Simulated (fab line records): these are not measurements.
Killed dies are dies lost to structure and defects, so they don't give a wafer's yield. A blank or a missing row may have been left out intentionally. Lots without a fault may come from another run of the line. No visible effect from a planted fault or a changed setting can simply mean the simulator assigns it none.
fab line records || flow gf180mcu
record {"lots": 14, "wafers": 42, "lastDay": 34}
route steps=602 shown DUAL_GATE@142 V2@397 V3@430
lots untouched by any fault: they come from a run of this same line in which no faults occurred
startH: start of the lot's first displayed wafer, in hours after the record's first day || waitH: how many hours have passed since the lot's step before this one || " same as the row above || L1.1+2: several wafers, shown together as one row || - no value present, or no start provided || * or withheld: withheld || < > ~ a bound
route shown NAME@n: names a module that has steps shown in the file, with the first one's number in the route || usual: mean and standard deviation over wafers with no fault || same: alike in all rows || chamber/n: place in a boat || sites: readings site by site || _std_site: the values' standard deviation || _edge_site: the outer-site mean with the inner-site mean subtracted || radiusMm: for every site, how far away it sits from the centre of the wafer || mask NAME#n: copy n || behind: the most recent tool/chamber to have shaped the wafer || hold: cause of the lot's hold/its duration in hours/its outcome || device: the transistor (n, p or np) that didn't switch || end of line: the same wafers' tests at the end of the route || a step with no rows: only its recipe || killed: at the first sort, the dies lost to defects and structure; wafer yield is something else || map: a wafer's dies, marking killed ones x, the rest . and places with no die _
set.NAME: the setting that was run; set.NAME@STEP: the one run at that earlier step || model.NAME: the simulator's own value behind a step, which no gauge read
a sample of lots followed through the steps of the route, with each step as a table and each wafer as a row
## steps
# step GF_DUAL_GATE_CLEAN_01
# recipe {"chemistry": "dHF", "timeS": 20, "dilution": "100:1", "dry": "ipaMarangoni"}
# usual {"runLengthS": "49.3/2.4", "timeS": "20/0"}
{"lot.wafer": "L899.3", "tool": "wetBench-01", "chamber": 2, "startH": 157.04, "waitH": 0.0, "runLengthS": 52.1, "timeS": 20}
{"lot.wafer": "L899.4", "tool": "wetBench-01", "chamber": 2, "startH": 157.04, "waitH": 0.0, "runLengthS": 52.1, "timeS": 20}
{"lot.wafer": "L899.5", "tool": "wetBench-01", "chamber": 2, "startH": 157.04, "waitH": 0.0, "runLengthS": 52.1, "timeS": 20}
{"lot.wafer": "L901.1", "tool": "wetBench-03", "chamber": 2, "startH": 171.90, "waitH": 0.0, "runLengthS": 47.2, "timeS": 20}
{"lot.wafer": "L901.3", "tool": "wetBench-03", "chamber": 2, "startH": 171.90, "waitH": 0.0, "runLengthS": 47.2, "timeS": 20}
{"lot.wafer": "L901.4", "tool": "wetBench-03", "chamber": 2, "startH": 171.90, "waitH": 0.0, "runLengthS": 47.2, "timeS": 20}
{"lot.wafer": "L902.3", "tool": "wetBench-03", "chamber": 2, "startH": 175.15, "waitH": 0.0, "runLengthS": 47.1, "timeS": 20}
{"lot.wafer": "L902.5", "tool": "wetBench-03", "chamber": 2, "startH": 175.15, "waitH": 0.0, "runLengthS": 47.1, "timeS": 20}
{"lot.wafer": "L902.6", "tool": "wetBench-03", "chamber": 2, "startH": 175.15, "waitH": 0.0, "runLengthS": 47.1, "timeS": 20}
{"lot.wafer": "L903.2", "tool": "wetBench-02", "chamber": 3, "startH": 181.74, "waitH": 0.0, "runLengthS": 51.9, "timeS": 20}
{"lot.wafer": "L903.3", "tool": "wetBench-02", "chamber": 3, "startH": 181.74, "waitH": 0.0, "runLengthS": 51.9, "timeS": 20}
{"lot.wafer": "L903.6", "tool": "wetBench-02", "chamber": 3, "startH": 181.74, "waitH": 0.0, "runLengthS": 51.9, "timeS": 20}
{"lot.wafer": "L909.1", "tool": "wetBench-01", "chamber": 1, "startH": 222.28, "waitH": 0.0, "runLengthS": "-", "timeS": "-"}
{"lot.wafer": "L909.2", "tool": "wetBench-01", "chamber": 1, "startH": 222.28, "waitH": 0.0, "runLengthS": "-", "timeS": "-"}
{"lot.wafer": "L909.6", "tool": "wetBench-01", "chamber": 1, "startH": 222.28, "waitH": 0.0, "runLengthS": "-", "timeS": "-"}
{"lot.wafer": "L910.1", "tool": "wetBench-01", "chamber": 0, "startH": 228.15, "waitH": 0.0, "runLengthS": "-", "timeS": "-"}
{"lot.wafer": "L910.3", "tool": "wetBench-01", "chamber": 0, "startH": 228.15, "waitH": 0.0, "runLengthS": "-", "timeS": "-"}
{"lot.wafer": "L910.5", "tool": "wetBench-01", "chamber": 0, "startH": 228.15, "waitH": 0.0, "runLengthS": "-", "timeS": "-"}
{"lot.wafer": "L912.1", "tool": "wetBench-01", "chamber": 1, "startH": 243.00, "waitH": 0.0, "runLengthS": 50.8, "timeS": 20}
{"lot.wafer": "L912.2", "tool": "wetBench-01", "chamber": 1, "startH": 243.00, "waitH": 0.0, "runLengthS": 50.8, "timeS": 20}
{"lot.wafer": "L912.3", "tool": "wetBench-01", "chamber": 1, "startH": 243.00, "waitH": 0.0, "runLengthS": 50.8, "timeS": 20}
{"lot.wafer": "L913.2", "tool": "wetBench-01", "chamber": 3, "startH": 252.54, "waitH": 0.0, "runLengthS": 51.4, "timeS": 20}
{"lot.wafer": "L913.5", "tool": "wetBench-01", "chamber": 3, "startH": 252.54, "waitH": 0.0, "runLengthS": 51.4, "timeS": 20}
{"lot.wafer": "L913.6", "tool": "wetBench-01", "chamber": 3, "startH": 252.54, "waitH": 0.0, "runLengthS": 51.4, "timeS": 20}
{"lot.wafer": "L914.1", "tool": "wetBench-02", "chamber": 1, "startH": 258.91, "waitH": 0.0, "runLengthS": 46.9, "timeS": 20}
{"lot.wafer": "L914.4", "tool": "wetBench-02", "chamber": 1, "startH": 258.91, "waitH": 0.0, "runLengthS": 46.9, "timeS": 20}
{"lot.wafer": "L914.5", "tool": "wetBench-02", "chamber": 1, "startH": 258.91, "waitH": 0.0, "runLengthS": 46.9, "timeS": 20}
{"lot.wafer": "L915.1", "tool": "wetBench-03", "chamber": 2, "startH": 268.40, "waitH": 0.0, "runLengthS": 51.5, "timeS": 20}
{"lot.wafer": "L915.2", "tool": "wetBench-03", "chamber": 2, "startH": 268.40, "waitH": 0.0, "runLengthS": 51.5, "timeS": 20}
{"lot.wafer": "L915.6", "tool": "wetBench-03", "chamber": 2, "startH": 268.40, "waitH": 0.0, "runLengthS": 51.5, "timeS": 20}
{"lot.wafer": "L918.3", "tool": "wetBench-03", "chamber": 1, "startH": 283.73, "waitH": 0.0, "runLengthS": 46.2, "timeS": 20}
{"lot.wafer": "L918.5", "tool": "wetBench-03", "chamber": 1, "startH": 283.73, "waitH": 0.0, "runLengthS": 46.2, "timeS": 20}
{"lot.wafer": "L918.6", "tool": "wetBench-03", "chamber": 1, "startH": 283.73, "waitH": 0.0, "runLengthS": 46.2, "timeS": 20}
{"lot.wafer": "L919.2", "tool": "wetBench-01", "chamber": 2, "startH": 292.65, "waitH": 0.0, "runLengthS": 51.1, "timeS": 20}
{"lot.wafer": "L919.3", "tool": "wetBench-01", "chamber": 2, "startH": 292.65, "waitH": 0.0, "runLengthS": 51.1, "timeS": 20}
{"lot.wafer": "L919.5", "tool": "wetBench-01", "chamber": 2, "startH": 292.65, "waitH": 0.0, "runLengthS": 51.1, "timeS": 20}
{"lot.wafer": "L921.1", "tool": "wetBench-03", "chamber": 0, "startH": 305.53, "waitH": 0.0, "runLengthS": 50.5, "timeS": 20}
{"lot.wafer": "L921.3", "tool": "wetBench-03", "chamber": 0, "startH": 305.53, "waitH": 0.0, "runLengthS": 50.5, "timeS": 20}
{"lot.wafer": "L921.4", "tool": "wetBench-03", "chamber": 0, "startH": 305.53, "waitH": 0.0, "runLengthS": 50.5, "timeS": 20}
{"lot.wafer": "L922.3", "tool": "wetBench-01", "chamber": 3, "startH": 309.78, "waitH": 0.0, "runLengthS": 48.0, "timeS": 20}
{"lot.wafer": "L922.5", "tool": "wetBench-01", "chamber": 3, "startH": 309.78, "waitH": 0.0, "runLengthS": 48.0, "timeS": 20}
{"lot.wafer": "L922.6", "tool": "wetBench-01", "chamber": 3, "startH": 309.78, "waitH": 0.0, "runLengthS": 48.0, "timeS": 20}
# step GF_V2_OVL_MEAS_15
# usual {"V2_OVL": "3/6"}
{"lot.wafer": "L899.3", "tool": "overlay-02", "chamber": "-", "startH": 470.02, "waitH": 0.1, "V2_OVL[nm]": 15}
{"lot.wafer": "L899.4", "tool": "overlay-02", "chamber": "-", "startH": 470.02, "waitH": 0.1, "V2_OVL[nm]": 9}
{"lot.wafer": "L899.5", "tool": "overlay-02", "chamber": "-", "startH": 470.02, "waitH": 0.1, "V2_OVL[nm]": 15}
{"lot.wafer": "L901.1", "tool": "overlay-01", "chamber": "-", "startH": 489.98, "waitH": 0.1, "V2_OVL[nm]": -1}
{"lot.wafer": "L901.3", "tool": "overlay-01", "chamber": "-", "startH": 489.98, "waitH": 0.1, "V2_OVL[nm]": -1}
{"lot.wafer": "L901.4", "tool": "overlay-01", "chamber": "-", "startH": 489.98, "waitH": 0.1, "V2_OVL[nm]": -1}
{"lot.wafer": "L902.3", "tool": "overlay-01", "chamber": "-", "startH": 491.21, "waitH": 0.1, "V2_OVL[nm]": 4}
{"lot.wafer": "L902.5", "tool": "overlay-01", "chamber": "-", "startH": 491.21, "waitH": 0.1, "V2_OVL[nm]": 7}
{"lot.wafer": "L902.6", "tool": "overlay-01", "chamber": "-", "startH": 491.21, "waitH": 0.1, "V2_OVL[nm]": 1}
{"lot.wafer": "L903.2", "tool": "overlay-01", "chamber": "-", "startH": 500.23, "waitH": 0.1, "V2_OVL[nm]": 9}
{"lot.wafer": "L903.3", "tool": "overlay-01", "chamber": "-", "startH": 500.23, "waitH": 0.1, "V2_OVL[nm]": 3}
{"lot.wafer": "L903.6", "tool": "overlay-01", "chamber": "-", "startH": 500.23, "waitH": 0.1, "V2_OVL[nm]": 7}
{"lot.wafer": "L909.1", "tool": "overlay-01", "chamber": "-", "startH": 547.25, "waitH": 0.1, "V2_OVL[nm]": -5}
{"lot.wafer": "L909.2", "tool": "overlay-01", "chamber": "-", "startH": 547.25, "waitH": 0.1, "V2_OVL[nm]": 3}
{"lot.wafer": "L909.6", "tool": "overlay-01", "chamber": "-", "startH": 547.25, "waitH": 0.1, "V2_OVL[nm]": 5}
{"lot.wafer": "L910.1", "tool": "overlay-01", "chamber": "-", "startH": 559.00, "waitH": 0.1, "V2_OVL[nm]": -1}
{"lot.wafer": "L910.3", "tool": "overlay-01", "chamber": "-", "startH": 559.00, "waitH": 0.1, "V2_OVL[nm]": -7}
{"lot.wafer": "L910.5", "tool": "overlay-01", "chamber": "-", "startH": 559.00, "waitH": 0.1, "V2_OVL[nm]": -3}
{"lot.wafer": "L912.1", "tool": "overlay-01", "chamber": "-", "startH": 581.60, "waitH": 0.1, "V2_OVL[nm]": -3}
{"lot.wafer": "L912.2", "tool": "overlay-01", "chamber": "-", "startH": 581.60, "waitH": 0.1, "V2_OVL[nm]": -2}
{"lot.wafer": "L912.3", "tool": "overlay-01", "chamber": "-", "startH": 581.60, "waitH": 0.1, "V2_OVL[nm]": 4}
{"lot.wafer": "L913.2", "tool": "overlay-02", "chamber": "-", "startH": 585.38, "waitH": 0.1, "V2_OVL[nm]": 3}
{"lot.wafer": "L913.5", "tool": "overlay-02", "chamber": "-", "startH": 585.38, "waitH": 0.1, "V2_OVL[nm]": 7}
{"lot.wafer": "L913.6", "tool": "overlay-02", "chamber": "-", "startH": 585.38, "waitH": 0.1, "V2_OVL[nm]": -2}
{"lot.wafer": "L914.1", "tool": "overlay-01", "chamber": "-", "startH": 591.23, "waitH": 0.1, "V2_OVL[nm]": -4}
{"lot.wafer": "L914.4", "tool": "overlay-01", "chamber": "-", "startH": 591.23, "waitH": 0.1, "V2_OVL[nm]": 8}
{"lot.wafer": "L914.5", "tool": "overlay-01", "chamber": "-", "startH": 591.23, "waitH": 0.1, "V2_OVL[nm]": -3}
{"lot.wafer": "L915.1", "tool": "overlay-01", "chamber": "-", "startH": 604.10, "waitH": 0.1, "V2_OVL[nm]": 8}
{"lot.wafer": "L915.2", "tool": "overlay-01", "chamber": "-", "startH": 604.10, "waitH": 0.1, "V2_OVL[nm]": 1}
{"lot.wafer": "L915.6", "tool": "overlay-01", "chamber": "-", "startH": 604.10, "waitH": 0.1, "V2_OVL[nm]": 7}
{"lot.wafer": "L918.3", "tool": "overlay-02", "chamber": "-", "startH": 618.46, "waitH": 0.1, "V2_OVL[nm]": 2}
{"lot.wafer": "L918.5", "tool": "overlay-02", "chamber": "-", "startH": 618.46, "waitH": 0.1, "V2_OVL[nm]": -2}
{"lot.wafer": "L918.6", "tool": "overlay-02", "chamber": "-", "startH": 618.46, "waitH": 0.1, "V2_OVL[nm]": 2}
{"lot.wafer": "L919.2", "tool": "overlay-01", "chamber": "-", "startH": 627.93, "waitH": 0.1, "V2_OVL[nm]": 14}
{"lot.wafer": "L919.3", "tool": "overlay-01", "chamber": "-", "startH": 627.93, "waitH": 0.1, "V2_OVL[nm]": 3}
{"lot.wafer": "L919.5", "tool": "overlay-01", "chamber": "-", "startH": 627.93, "waitH": 0.1, "V2_OVL[nm]": 1}
{"lot.wafer": "L921.1", "tool": "overlay-02", "chamber": "-", "startH": 636.62, "waitH": 0.1, "V2_OVL[nm]": -11}
{"lot.wafer": "L921.3", "tool": "overlay-02", "chamber": "-", "startH": 636.62, "waitH": 0.1, "V2_OVL[nm]": -4}
{"lot.wafer": "L921.4", "tool": "overlay-02", "chamber": "-", "startH": 636.62, "waitH": 0.1, "V2_OVL[nm]": -5}
{"lot.wafer": "L922.3", "tool": "overlay-02", "chamber": "-", "startH": 641.26, "waitH": 0.1, "V2_OVL[nm]": -1}
{"lot.wafer": "L922.5", "tool": "overlay-02", "chamber": "-", "startH": 641.26, "waitH": 0.1, "V2_OVL[nm]": -6}
{"lot.wafer": "L922.6", "tool": "overlay-02", "chamber": "-", "startH": 641.26, "waitH": 0.1, "V2_OVL[nm]": -6}
# step GF_V3_THK_MEAS_01
# recipe {"reads": "SiO2_of_V3_CVD_00"}
# usual {"V3_CVD_00_THK": "602/5.1"}
{"lot.wafer": "L899.3", "tool": "filmMetro-03", "chamber": "-", "startH": 496.04, "waitH": 0.1, "V3_CVD_00_THK[nm]": 603}
{"lot.wafer": "L899.4", "tool": "filmMetro-03", "chamber": "-", "startH": 496.04, "waitH": 0.1, "V3_CVD_00_THK[nm]": 603}
{"lot.wafer": "L899.5", "tool": "filmMetro-03", "chamber": "-", "startH": 496.04, "waitH": 0.1, "V3_CVD_00_THK[nm]": 605}
{"lot.wafer": "L901.1", "tool": "filmMetro-02", "chamber": "-", "startH": 515.50, "waitH": 0.0, "V3_CVD_00_THK[nm]": 605}
{"lot.wafer": "L901.3", "tool": "filmMetro-02", "chamber": "-", "startH": 515.50, "waitH": 0.0, "V3_CVD_00_THK[nm]": 601}
{"lot.wafer": "L901.4", "tool": "filmMetro-02", "chamber": "-", "startH": 515.50, "waitH": 0.0, "V3_CVD_00_THK[nm]": 599}
{"lot.wafer": "L902.3", "tool": "filmMetro-04", "chamber": "-", "startH": 516.81, "waitH": 0.1, "V3_CVD_00_THK[nm]": 600}
{"lot.wafer": "L902.5", "tool": "filmMetro-04", "chamber": "-", "startH": 516.81, "waitH": 0.1, "V3_CVD_00_THK[nm]": 602}
{"lot.wafer": "L902.6", "tool": "filmMetro-04", "chamber": "-", "startH": 516.81, "waitH": 0.1, "V3_CVD_00_THK[nm]": 602}
{"lot.wafer": "L903.2", "tool": "filmMetro-04", "chamber": "-", "startH": 525.73, "waitH": 0.0, "V3_CVD_00_THK[nm]": 604}
{"lot.wafer": "L903.3", "tool": "filmMetro-04", "chamber": "-", "startH": 525.73, "waitH": 0.0, "V3_CVD_00_THK[nm]": 597}
{"lot.wafer": "L903.6", "tool": "filmMetro-04", "chamber": "-", "startH": 525.73, "waitH": 0.0, "V3_CVD_00_THK[nm]": 597}
{"lot.wafer": "L909.1", "tool": "filmMetro-03", "chamber": "-", "startH": 570.86, "waitH": 0.0, "V3_CVD_00_THK[nm]": 608}
{"lot.wafer": "L909.2", "tool": "filmMetro-03", "chamber": "-", "startH": 570.86, "waitH": 0.0, "V3_CVD_00_THK[nm]": 607}
{"lot.wafer": "L909.6", "tool": "filmMetro-03", "chamber": "-", "startH": 570.86, "waitH": 0.0, "V3_CVD_00_THK[nm]": 610}
{"lot.wafer": "L910.1", "tool": "filmMetro-03", "chamber": "-", "startH": 583.09, "waitH": 0.0, "V3_CVD_00_THK[nm]": 601}
{"lot.wafer": "L910.3", "tool": "filmMetro-03", "chamber": "-", "startH": 583.09, "waitH": 0.0, "V3_CVD_00_THK[nm]": 600}
{"lot.wafer": "L910.5", "tool": "filmMetro-03", "chamber": "-", "startH": 583.09, "waitH": 0.0, "V3_CVD_00_THK[nm]": 606}
{"lot.wafer": "L912.1", "tool": "filmMetro-03", "chamber": "-", "startH": 605.21, "waitH": 0.1, "V3_CVD_00_THK[nm]": 606}
{"lot.wafer": "L912.2", "tool": "filmMetro-03", "chamber": "-", "startH": 605.21, "waitH": 0.1, "V3_CVD_00_THK[nm]": 609}
{"lot.wafer": "L912.3", "tool": "filmMetro-03", "chamber": "-", "startH": 605.21, "waitH": 0.1, "V3_CVD_00_THK[nm]": 604}
{"lot.wafer": "L913.2", "tool": "filmMetro-04", "chamber": "-", "startH": 608.66, "waitH": 0.0, "V3_CVD_00_THK[nm]": 603}
{"lot.wafer": "L913.5", "tool": "filmMetro-04", "chamber": "-", "startH": 608.66, "waitH": 0.0, "V3_CVD_00_THK[nm]": 604}
{"lot.wafer": "L913.6", "tool": "filmMetro-04", "chamber": "-", "startH": 608.66, "waitH": 0.0, "V3_CVD_00_THK[nm]": 603}
{"lot.wafer": "L914.1", "tool": "filmMetro-02", "chamber": "-", "startH": 614.36, "waitH": 0.0, "V3_CVD_00_THK[nm]": 603}
{"lot.wafer": "L914.4", "tool": "filmMetro-02", "chamber": "-", "startH": 614.36, "waitH": 0.0, "V3_CVD_00_THK[nm]": 617}
{"lot.wafer": "L914.5", "tool": "filmMetro-02", "chamber": "-", "startH": 614.36, "waitH": 0.0, "V3_CVD_00_THK[nm]": 614}
{"lot.wafer": "L915.1", "tool": "filmMetro-02", "chamber": "-", "startH": 626.79, "waitH": 0.0, "V3_CVD_00_THK[nm]": 601}
{"lot.wafer": "L915.2", "tool": "filmMetro-02", "chamber": "-", "startH": 626.79, "waitH": 0.0, "V3_CVD_00_THK[nm]": 603}
{"lot.wafer": "L915.6", "tool": "filmMetro-02", "chamber": "-", "startH": 626.79, "waitH": 0.0, "V3_CVD_00_THK[nm]": 606}
{"lot.wafer": "L918.3", "tool": "filmMetro-02", "chamber": "-", "startH": 641.22, "waitH": 0.1, "V3_CVD_00_THK[nm]": 609}
{"lot.wafer": "L918.5", "tool": "filmMetro-02", "chamber": "-", "startH": 641.22, "waitH": 0.1, "V3_CVD_00_THK[nm]": 600}
{"lot.wafer": "L918.6", "tool": "filmMetro-02", "chamber": "-", "startH": 641.22, "waitH": 0.1, "V3_CVD_00_THK[nm]": 602}
{"lot.wafer": "L919.2", "tool": "filmMetro-02", "chamber": "-", "startH": 650.13, "waitH": 0.0, "V3_CVD_00_THK[nm]": 595}
{"lot.wafer": "L919.3", "tool": "filmMetro-02", "chamber": "-", "startH": 650.13, "waitH": 0.0, "V3_CVD_00_THK[nm]": 600}
{"lot.wafer": "L919.5", "tool": "filmMetro-02", "chamber": "-", "startH": 650.13, "waitH": 0.0, "V3_CVD_00_THK[nm]": 603}
{"lot.wafer": "L921.1", "tool": "filmMetro-04", "chamber": "-", "startH": 659.10, "waitH": 0.0, "V3_CVD_00_THK[nm]": 611}
{"lot.wafer": "L921.3", "tool": "filmMetro-04", "chamber": "-", "startH": 659.10, "waitH": 0.0, "V3_CVD_00_THK[nm]": 602}
{"lot.wafer": "L921.4", "tool": "filmMetro-04", "chamber": "-", "startH": 659.10, "waitH": 0.0, "V3_CVD_00_THK[nm]": 607}
{"lot.wafer": "L922.3", "tool": "filmMetro-02", "chamber": "-", "startH": 663.78, "waitH": 0.1, "V3_CVD_00_THK[nm]": 593}
{"lot.wafer": "L922.5", "tool": "filmMetro-02", "chamber": "-", "startH": 663.78, "waitH": 0.1, "V3_CVD_00_THK[nm]": 598}
{"lot.wafer": "L922.6", "tool": "filmMetro-02", "chamber": "-", "startH": 663.78, "waitH": 0.1, "V3_CVD_00_THK[nm]": 594}
# step GF_V3_THK_MEAS_25
# recipe {"thkMeasGauge": "xrf", "reads": "W_of_V3_CVD_23"}
# usual {"V3_W_THK": "350/3.9"}
{"lot.wafer": "L899.3", "tool": "filmMetro-04", "chamber": "-", "startH": 521.38, "waitH": 0.1, "V3_W_THK[nm]": 353}
{"lot.wafer": "L899.4", "tool": "filmMetro-04", "chamber": "-", "startH": 521.38, "waitH": 0.1, "V3_W_THK[nm]": 353}
{"lot.wafer": "L899.5", "tool": "filmMetro-04", "chamber": "-", "startH": 521.38, "waitH": 0.1, "V3_W_THK[nm]": 354}
{"lot.wafer": "L901.1", "tool": "filmMetro-04", "chamber": "-", "startH": 541.13, "waitH": 0.1, "V3_W_THK[nm]": 352}
{"lot.wafer": "L901.3", "tool": "filmMetro-04", "chamber": "-", "startH": 541.13, "waitH": 0.1, "V3_W_THK[nm]": 349}
{"lot.wafer": "L901.4", "tool": "filmMetro-04", "chamber": "-", "startH": 541.13, "waitH": 0.1, "V3_W_THK[nm]": 351}
{"lot.wafer": "L902.3", "tool": "filmMetro-03", "chamber": "-", "startH": 543.35, "waitH": 0.1, "V3_W_THK[nm]": 353}
{"lot.wafer": "L902.5", "tool": "filmMetro-03", "chamber": "-", "startH": 543.35, "waitH": 0.1, "V3_W_THK[nm]": 349}
{"lot.wafer": "L902.6", "tool": "filmMetro-03", "chamber": "-", "startH": 543.35, "waitH": 0.1, "V3_W_THK[nm]": 353}
{"lot.wafer": "L903.2", "tool": "filmMetro-04", "chamber": "-", "startH": 549.72, "waitH": 0.1, "V3_W_THK[nm]": 344}
{"lot.wafer": "L903.3", "tool": "filmMetro-04", "chamber": "-", "startH": 549.72, "waitH": 0.1, "V3_W_THK[nm]": 344}
{"lot.wafer": "L903.6", "tool": "filmMetro-04", "chamber": "-", "startH": 549.72, "waitH": 0.1, "V3_W_THK[nm]": 342}
{"lot.wafer": "L909.1", "tool": "filmMetro-02", "chamber": "-", "startH": 594.26, "waitH": 0.1, "V3_W_THK[nm]": 351}
{"lot.wafer": "L909.2", "tool": "filmMetro-02", "chamber": "-", "startH": 594.26, "waitH": 0.1, "V3_W_THK[nm]": 354}
{"lot.wafer": "L909.6", "tool": "filmMetro-02", "chamber": "-", "startH": 594.26, "waitH": 0.1, "V3_W_THK[nm]": 344}
{"lot.wafer": "L910.1", "tool": "filmMetro-03", "chamber": "-", "startH": 605.87, "waitH": 0.1, "V3_W_THK[nm]": 347}
{"lot.wafer": "L910.3", "tool": "filmMetro-03", "chamber": "-", "startH": 605.87, "waitH": 0.1, "V3_W_THK[nm]": 349}
{"lot.wafer": "L910.5", "tool": "filmMetro-03", "chamber": "-", "startH": 605.87, "waitH": 0.1, "V3_W_THK[nm]": 348}
{"lot.wafer": "L912.1", "tool": "filmMetro-03", "chamber": "-", "startH": 627.40, "waitH": 0.1, "V3_W_THK[nm]": 353}
{"lot.wafer": "L912.2", "tool": "filmMetro-03", "chamber": "-", "startH": 627.40, "waitH": 0.1, "V3_W_THK[nm]": 349}
{"lot.wafer": "L912.3", "tool": "filmMetro-03", "chamber": "-", "startH": 627.40, "waitH": 0.1, "V3_W_THK[nm]": 346}
{"lot.wafer": "L913.2", "tool": "filmMetro-03", "chamber": "-", "startH": 630.61, "waitH": 0.1, "V3_W_THK[nm]": 344}
{"lot.wafer": "L913.5", "tool": "filmMetro-03", "chamber": "-", "startH": 630.61, "waitH": 0.1, "V3_W_THK[nm]": 348}
{"lot.wafer": "L913.6", "tool": "filmMetro-03", "chamber": "-", "startH": 630.61, "waitH": 0.1, "V3_W_THK[nm]": 349}
{"lot.wafer": "L914.1", "tool": "filmMetro-03", "chamber": "-", "startH": 636.39, "waitH": 0.1, "V3_W_THK[nm]": 345}
{"lot.wafer": "L914.4", "tool": "filmMetro-03", "chamber": "-", "startH": 636.39, "waitH": 0.1, "V3_W_THK[nm]": 344}
{"lot.wafer": "L914.5", "tool": "filmMetro-03", "chamber": "-", "startH": 636.39, "waitH": 0.1, "V3_W_THK[nm]": 342}
{"lot.wafer": "L915.1", "tool": "filmMetro-03", "chamber": "-", "startH": 648.46, "waitH": 0.1, "V3_W_THK[nm]": 349}
{"lot.wafer": "L915.2", "tool": "filmMetro-03", "chamber": "-", "startH": 648.46, "waitH": 0.1, "V3_W_THK[nm]": 353}
{"lot.wafer": "L915.6", "tool": "filmMetro-03", "chamber": "-", "startH": 648.46, "waitH": 0.1, "V3_W_THK[nm]": 351}
{"lot.wafer": "L918.3", "tool": "filmMetro-03", "chamber": "-", "startH": 663.11, "waitH": 0.1, "V3_W_THK[nm]": 349}
{"lot.wafer": "L918.5", "tool": "filmMetro-03", "chamber": "-", "startH": 663.11, "waitH": 0.1, "V3_W_THK[nm]": 349}
{"lot.wafer": "L918.6", "tool": "filmMetro-03", "chamber": "-", "startH": 663.11, "waitH": 0.1, "V3_W_THK[nm]": 347}
{"lot.wafer": "L919.2", "tool": "filmMetro-02", "chamber": "-", "startH": 672.01, "waitH": 0.1, "V3_W_THK[nm]": 346}
{"lot.wafer": "L919.3", "tool": "filmMetro-02", "chamber": "-", "startH": 672.01, "waitH": 0.1, "V3_W_THK[nm]": 346}
{"lot.wafer": "L919.5", "tool": "filmMetro-02", "chamber": "-", "startH": 672.01, "waitH": 0.1, "V3_W_THK[nm]": 346}
{"lot.wafer": "L921.1", "tool": "filmMetro-03", "chamber": "-", "startH": 680.36, "waitH": 0.1, "V3_W_THK[nm]": 351}
{"lot.wafer": "L921.3", "tool": "filmMetro-03", "chamber": "-", "startH": 680.36, "waitH": 0.1, "V3_W_THK[nm]": 345}
{"lot.wafer": "L921.4", "tool": "filmMetro-03", "chamber": "-", "startH": 680.36, "waitH": 0.1, "V3_W_THK[nm]": 349}
{"lot.wafer": "L922.3", "tool": "filmMetro-03", "chamber": "-", "startH": 684.91, "waitH": 0.1, "V3_W_THK[nm]": 353}
{"lot.wafer": "L922.5", "tool": "filmMetro-03", "chamber": "-", "startH": 684.91, "waitH": 0.1, "V3_W_THK[nm]": 347}
{"lot.wafer": "L922.6", "tool": "filmMetro-03", "chamber": "-", "startH": 684.91, "waitH": 0.1, "V3_W_THK[nm]": 351}
## key
firstSign {"step": "GF_DUAL_GATE_CLEAN_01", "reading": "toolRecord", "direction": "missing"}
effect none on later readings
metAt GF_DUAL_GATE_CLEAN_01
struckLots L909,L910
testerLeftOut L909,L910
notActingAt GF_V2_OVL_MEAS_15,GF_V3_THK_MEAS_01,GF_V3_THK_MEAS_25
onsetBetween 157.04 222.28
fault {"kind": "skippedStepWhole", "tool": "wetBench-01", "chamber": "-", "onsetH": 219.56, "steps": "GF_DUAL_GATE_CLEAN_01", "scope": "struckLotsOnly"}
# testerLeftOut: of these lots the tester's yield and bins aren't shown, on N5 and GAA mostly nor the transistor test; their killed dies are dies lost to structure and defects alone, not to doping, threshold or leakage, so they don't give the yield
